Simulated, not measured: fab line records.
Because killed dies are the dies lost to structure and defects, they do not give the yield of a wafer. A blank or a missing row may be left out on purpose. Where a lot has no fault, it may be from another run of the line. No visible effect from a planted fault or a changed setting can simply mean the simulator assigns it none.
Which of the tools did it?    flow gf180mcu    24 lots, 72 wafers sampled, at 6 steps of a route of 602

WHAT THE GAUGES READ, wafer by wafer
GF_V4_OVL_MEAS_15. Usual: for V4_OVL the level is 0 nm and the standard deviation is 6.4.
lot   measured      on          V4_OVL (nm)  flag
L074  day 24 04:46  overlay-01  -10 -7 -6    
L075  day 24 18:23  overlay-01  4 -3 3       
L076  day 25 04:10  overlay-02  1 0 -1       
L077  day 25 08:14  overlay-01  -1 7 9       
L078  day 25 20:36  overlay-01  4 -6 2       
L079  day 26 03:30  overlay-02  4 3 4        
L080  day 26 07:39  overlay-01  -2 -1 -3     
L081  day 27 02:01  overlay-01  -7 -1 2      
L082  day 27 02:58  overlay-01  -9 -1 -6     
L083  day 27 06:34  overlay-02  1 6 -7       
L084  day 27 21:18  overlay-02  7 -1 -1      
L085  day 28 03:58  overlay-01  14 8 -4      
L086  day 28 10:10  overlay-01  9 2 0        
L087  day 28 17:03  overlay-02  2 -5 -11     
L088  day 29 02:30  overlay-01  9 0 -2       
L089  day 29 08:28  overlay-02  5 1 2        
L090  day 29 12:31  overlay-02  -7 -4 2      
L091  day 29 21:31  overlay-01  15 10 5      
L092  day 30 01:41  overlay-02  11 -7 0      
L093  day 30 06:37  overlay-01  -3 4 15      
L094  day 30 12:50  overlay-02  -3 0 6       
L095  day 30 20:53  overlay-01  -6 1 -1      
L096  day 31 04:09  overlay-02  -8 -7 -12    
L097  day 31 10:09  overlay-01  4 2 12       

GF_V4_RS_MEAS_24: measures by four-point-probe. Usual: for V4_W_RS the level is 0.325 ohm/sq and the standard deviation is 0.0038.
lot   measured      on             V4_W_RS (ohm/sq)   flag
L074  day 24 06:04  film metro-02  0.322 0.322 0.327  
L075  day 24 19:20  film metro-02  0.322 0.326 0.326  
L076  day 25 05:07  film metro-01  0.319 0.318 0.327  
L077  day 25 09:16  film metro-01  0.328 0.330 0.331  
L078  day 25 21:52  film metro-01  0.328 0.332 0.324  
L079  day 26 04:31  film metro-03  0.321 0.319 0.314  
L080  day 26 08:34  film metro-02  0.328 0.332 0.327  
L081  day 27 02:58  film metro-02  0.329 0.323 0.326  
L082  day 27 03:53  film metro-02  0.326 0.323 0.327  
L083  day 27 07:28  film metro-02  0.327 0.331 0.330  
L084  day 27 22:14  film metro-01  0.331 0.332 0.322  
L085  day 28 04:55  film metro-01  0.326 0.327 0.326  
L086  day 28 11:04  film metro-01  0.327 0.327 0.318  
L087  day 28 18:05  film metro-02  0.319 0.325 0.318  
L088  day 29 03:28  film metro-01  0.325 0.323 0.325  
L089  day 29 09:23  film metro-01  0.323 0.325 0.327  
L090  day 29 13:26  film metro-01  0.327 0.319 0.320  
L091  day 29 22:26  film metro-03  0.329 0.320 0.324  
L092  day 30 02:38  film metro-02  0.326 0.325 0.320  
L093  day 30 07:33  film metro-02  0.321 0.324 0.335  
L094  day 30 13:45  film metro-03  0.323 0.319 0.326  
L095  day 30 22:09  film metro-03  0.323 0.327 0.323  
L096  day 31 05:04  film metro-01  0.324 0.324 0.322  
L097  day 31 11:04  film metro-03  0.326 0.326 0.325  

GF_V5_BOW_MEAS_05. Usual: for V5_BOW the level is 132 um and the standard deviation is 9.9.
lot   measured      on             V5_BOW (um)  flag
L074  day 26 04:29  film metro-04  120 125 134  
L075  day 26 16:15  film metro-02  128 132 138  
L076  day 27 00:52  film metro-04  134 149 143  
L077  day 27 05:16  film metro-01  149 152 155  
L078  day 27 17:14  film metro-02  130 120 127  
L079  day 28 00:13  film metro-02  129 114 114  
L080  day 28 03:17  film metro-02  136 145 142  
L081  day 28 21:30  film metro-04  121 114 137  
L082  day 28 22:12  film metro-04  121 132 114  
L083  day 29 02:23  film metro-01  133 144 137  
L084  day 29 15:02  film metro-04  125 122 118  
L085  day 29 22:20  film metro-01  120 125 130  
L086  day 30 03:21  film metro-02  135 125 135  
L087  day 30 09:20  film metro-04  122 129 120  
L088  day 30 19:34  film metro-02  127 127 122  
L089  day 31 00:33  film metro-01  137 127 115  
L090  day 31 04:12  film metro-04  136 143 127  
L091  day 31 13:03  film metro-01  144 131 147  
L092  day 31 17:42  film metro-01  142 148 148  
L093  day 31 21:14  film metro-02  144 142 138  
L094  day 32 02:55  film metro-04  132 137 136  
L095  day 32 12:52  film metro-01  139 136 141  
L096  day 32 17:23  film metro-02  123 122 136  
L097  day 32 22:10  film metro-02  125 136 119  

GF_V5_THK_MEAS_25: measures by xrf. Usual: for V5_W_THK the level is 360 nm and the standard deviation is 5.4.
lot   measured      on             V5_W_THK (nm)  flag
L074  day 27 02:11  film metro-01  359 368 354    
L075  day 27 13:43  film metro-01  357 364 362    
L076  day 27 22:17  film metro-04  361 354 358    
L077  day 28 02:37  film metro-04  355 365 363    
L078  day 28 14:40  film metro-02  363 350 352    
L079  day 28 21:32  film metro-01  361 360 365    
L080  day 29 00:19  film metro-02  363 367 361    
L081  day 29 18:07  film metro-01  360 358 367    
L082  day 29 18:31  film metro-04  366 356 368    
L083  day 29 22:34  film metro-02  358 355 358    
L084  day 30 10:38  film metro-04  362 358 362    
L085  day 30 17:32  film metro-04  361 355 361    
L086  day 30 22:25  film metro-02  367 353 368    
L087  day 31 04:19  film metro-02  376 361 365    
L088  day 31 14:02  film metro-02  362 354 354    
L089  day 31 19:38  film metro-04  353 355 359    
L090  day 31 23:07  film metro-04  359 357 352    
L091  day 32 07:22  film metro-02  351 354 357    
L092  day 32 11:29  film metro-01  364 356 372    
L093  day 32 15:04  film metro-02  352 356 353    
L094  day 32 19:13  film metro-02  354 361 363    
L095  day 33 05:23  film metro-01  369 364 372    
L096  day 33 10:13  film metro-01  364 359 364    
L097  day 33 14:34  film metro-04  371 365 361    

WHAT TOOL EACH LOT RAN ON (gives the tool, then ch and the chambers of the sampled wafers, and finally the start)
lot   GF_V3_ETCH_16                       GF_V5_SPUTTER_21
L074  rie diel-02 ch 1,2, day 22 01:53    pvd sputter-01, day 27 01:50
L075  rie diel-02 ch 0,1,3, day 22 17:34  pvd sputter-02, day 27 13:22
L076  rie diel-03 ch 0,1,3, day 23 03:06  pvd sputter-03, day 27 21:56
L077  rie diel-02 ch 1,2,3, day 23 07:11  pvd sputter-03, day 28 02:17
L078  rie diel-04 ch 0,1,2, day 23 22:54  pvd sputter-01, day 28 14:19
L079  rie diel-04 ch 1,2,3, day 24 05:31  pvd sputter-03, day 28 21:11
L080  rie diel-03 ch 1,3, day 24 09:33    pvd sputter-02, day 28 23:59
L081  rie diel-03 ch 0,1,3, day 25 05:40  pvd sputter-03, day 29 17:46
L082  rie diel-02 ch 0,1, day 25 06:01    pvd sputter-02, day 29 18:11
L083  rie diel-04 ch 0,1,2, day 25 10:40  pvd sputter-03, day 29 22:13
L084  rie diel-02 ch 2,3, day 26 01:17    pvd sputter-03, day 30 10:19
L085  rie diel-04 ch 0,2,3, day 26 08:10  pvd sputter-03, day 30 17:10
L086  rie diel-04 ch 2,3, day 26 15:19    pvd sputter-01, day 30 22:05
L087  rie diel-02 ch 0,1, day 26 21:53    pvd sputter-03, day 31 03:58
L088  rie diel-02 ch 0,1, day 27 07:36    pvd sputter-01, day 31 13:42
L089  rie diel-04 ch 1,3, day 27 14:35    pvd sputter-01, day 31 19:17
L090  rie diel-03 ch 0,2,3, day 27 18:28  pvd sputter-03, day 31 22:46
L091  rie diel-02 ch 1,2, day 28 03:21    pvd sputter-03, day 32 07:01
L092  rie diel-04 ch 0,2,3, day 28 08:16  pvd sputter-03, day 32 11:08
L093  rie diel-04 ch 0,2,3, day 28 14:37  pvd sputter-02, day 32 14:43
L094  rie diel-03 ch 1,3, day 28 19:51    pvd sputter-02, day 32 18:52
L095  rie diel-03 ch 0,2,3, day 29 04:32  pvd sputter-02, day 33 05:03
L096  rie diel-04 ch 1,2,3, day 29 12:59  pvd sputter-03, day 33 09:53
L097  rie diel-03 ch 2,3, day 29 18:28    pvd sputter-03, day 33 14:13
- GF_V3_ETCH_16: etches BARC in N2/H2.
- GF_V5_SPUTTER_21: material Ti, target thk 15 nm, time 80.02 s.

WHAT THE TOOLS THEMSELVES READ (means of the sampled wafers that have a number; where no wafer has one, the mark that the record gives instead)
GF_V3_ETCH_16. Usual: drypump motor current A 5.8 A, standard deviation 0.54; oes product au 0.855 a.u., standard deviation 0.0051; throttle valve pct 13.223 %, standard deviation 0.0098.
lot   tool         drypump motor current A (A)  oes product au (a.u.)  throttle valve pct (%)  flag
L074  rie diel-02  5.5                          0.852                  13.221                  
L075  rie diel-02  5.9                          0.860                  13.232                  
L076  rie diel-03  6.3                          0.859                  13.219                  
L077  rie diel-02  5.8                          0.855                  13.227                  
L078  rie diel-04  5.7                          0.856                  13.229                  
L079  rie diel-04  5.4                          0.855                  13.223                  
L080  rie diel-03  6.2                          0.852                  13.226                  
L081  rie diel-03  6.3                          0.854                  13.222                  
L082  rie diel-02  5.6                          0.854                  13.232                  
L083  rie diel-04  5.7                          0.856                  13.223                  
L084  rie diel-02  6.1                          0.857                  13.229                  
L085  rie diel-04  5.3                          0.853                  13.215                  
L086  rie diel-04  5.3                          0.856                  13.215                  
L087  rie diel-02  5.6                          0.858                  13.226                  
L088  rie diel-02  5.6                          0.858                  13.225                  
L089  rie diel-04  5.1                          0.851                  13.224                  
L090  rie diel-03  6.2                          0.856                  13.228                  
L091  rie diel-02  5.5                          0.855                  13.221                  
L092  rie diel-04  5.3                          0.854                  13.228                  
L093  rie diel-04  5.3                          0.857                  13.222                  
L094  rie diel-03  6.3                          0.854                  13.218                  
L095  rie diel-03  6.2                          0.858                  13.223                  
L096  rie diel-04  5.4                          0.859                  13.226                  
L097  rie diel-03  6.2                          0.855                  13.233                  

GF_V5_SPUTTER_21. Usual: cathode dc power W 2499.9 W, standard deviation 0.48; throttle valve pct 29.9 %, standard deviation 1.
lot   tool            cathode dc power W (W)  throttle valve pct (%)  flag
L074  pvd sputter-01  2499.6                  29.0                    
L075  pvd sputter-02  2500.4                  30.8                    
L076  pvd sputter-03  2500.1                  30.2                    
L077  pvd sputter-03  2499.9                  30.7                    
L078  pvd sputter-01  2499.8                  29.4                    
L079  pvd sputter-03  2499.8                  30.7                    
L080  pvd sputter-02  2500.3                  30.1                    
L081  pvd sputter-03  2500.1                  29.7                    
L082  pvd sputter-02  2499.7                  29.5                    
L083  pvd sputter-03  2499.5                  30.0                    
L084  pvd sputter-03  2499.6                  30.4                    
L085  pvd sputter-03  2499.8                  30.5                    
L086  pvd sputter-01  2499.6                  29.8                    
L087  pvd sputter-03  2499.8                  30.2                    
L088  pvd sputter-01  2499.6                  29.0                    
L089  pvd sputter-01  2499.8                  29.7                    
L090  pvd sputter-03  2500.5                  29.8                    
L091  pvd sputter-03  2499.6                  29.6                    
L092  pvd sputter-03  2500.0                  30.4                    
L093  pvd sputter-02  2499.5                  30.2                    
L094  pvd sputter-02  2500.1                  30.8                    
L095  pvd sputter-02  2499.8                  30.3                    
L096  pvd sputter-03  2499.9                  30.1                    
L097  pvd sputter-03  2499.8                  30.1                    

THE ANSWER, worked out from the rows above alone
Rule: a lot counts as off when the mean over its wafers that have a number is more than 3 standard deviations away from the usual mean. A lot without any number at a reading at which 4 lots or more have one is off too. The other lots that the step has rows for count as sound. After the gauges, taken in route order, come the tools' own readings; for these a lot's mean is taken, as printed above. The first step at which some lot is off is used, and at that step the reading that is off furthest; a lot without a number counts as furthest.
No lot is off on any of the readings shown, so nothing can be concluded from this.

WHAT THE SIMULATOR HAD PUT IN
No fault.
